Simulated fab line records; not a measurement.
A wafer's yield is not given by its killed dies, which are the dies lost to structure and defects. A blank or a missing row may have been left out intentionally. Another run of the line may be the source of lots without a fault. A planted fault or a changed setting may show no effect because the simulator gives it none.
A single fault, viewed from 2 desks + flow gf180mcu + every desk sees just its own numbers, and what lay behind them comes last

## FROM THE METROLOGY DESK
What the gauges read for every lot (on any tool): the sampled wafers with a number, averaged. If a lot's mean is further than 4 standard deviations from the usual mean, the lot is out of limits and carries the mark OUT (the distance appears in the brackets).
Columns: A = PASSIVATION_CVD_00_THK at GF_PASSIVATION_THK_MEAS_01, usual 996 nm
| lot  | first seen here | A               |
|------|-----------------|-----------------|
| L856 | day 27 23:46    | 986             |
| L857 | day 28 07:32    | 979             |
| L859 | day 28 17:11    | 983             |
| L860 | day 29 11:11    | 997             |
| L864 | day 30 16:20    | 992             |
| L866 | day 31 06:25    | 986             |
| L867 | day 31 11:31    | 1006            |
| L873 | day 32 20:14    | 1084 (+5.9) OUT |
| L875 | day 33 11:04    | 1084 (+5.8) OUT |
| L877 | day 33 22:32    | 994             |
| L878 | day 34 03:40    | 997             |
| L879 | day 34 04:21    | 992             |
This desk reports L873, L875 out of limits; the earliest was L873 at day 32 20:14 (PASSIVATION_CVD_00_THK at GF_PASSIVATION_THK_MEAS_01). In limits: L856, L857, L859, L860, L864, L866, L867, L877, L878, L879.

## TOOL OWNER'S DESK, pecvd-02
The tool's own readings at GF_PASSIVATION_CVD_00 (deposits SiO2 from TEOS, target thk 1000 nm, time 111.95 s): means of the sampled wafers that have a number, for each lot that ran on this tool. If a lot's mean is further than 4 standard deviations from the usual mean, the lot is out of limits and carries the mark OUT (the distance appears in the brackets).
Columns: A = heater power w at GF_PASSIVATION_CVD_00, usual 630 W; B = run length s at GF_PASSIVATION_CVD_00, usual 139.8 s
| lot  | first seen here | A   | B               |
|------|-----------------|-----|-----------------|
| L857 | day 28 07:27    | 673 | 139.4           |
| L859 | day 28 17:07    | 656 | 139.3           |
| L860 | day 29 11:06    | 656 | 139.4           |
| L864 | day 30 16:14    | 650 | 139.6           |
| L866 | day 31 06:14    | 579 | 139.9           |
| L873 | day 32 20:08    | 596 | 148.5 (+18) OUT |
| L875 | day 33 10:59    | 581 | 148.1 (+18) OUT |
This desk's finding: out of limits on L873, L875; first on L873, day 32 20:08 (run length s at GF_PASSIVATION_CVD_00). In limits: L857, L859, L860, L864, L866.

## BROUGHT TOGETHER
An alarm could have come from the tool owner's desk at day 32 20:08, on L873, L875.
On L873, L875, the metrology desk was in a position to raise an alarm at day 32 20:14.
The lots listed all ran GF_PASSIVATION_CVD_00 on pecvd-02.

## WHAT THE SIMULATOR HAD INSERTED
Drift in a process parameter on pecvd-02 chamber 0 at GF_PASSIVATION_CVD_00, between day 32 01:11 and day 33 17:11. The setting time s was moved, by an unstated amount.
Struck lots among those shown: L873, L875.
Hours from the fault's start to each desk's first reading out of limits: the tool owner's desk, 19; the metrology desk, 19.
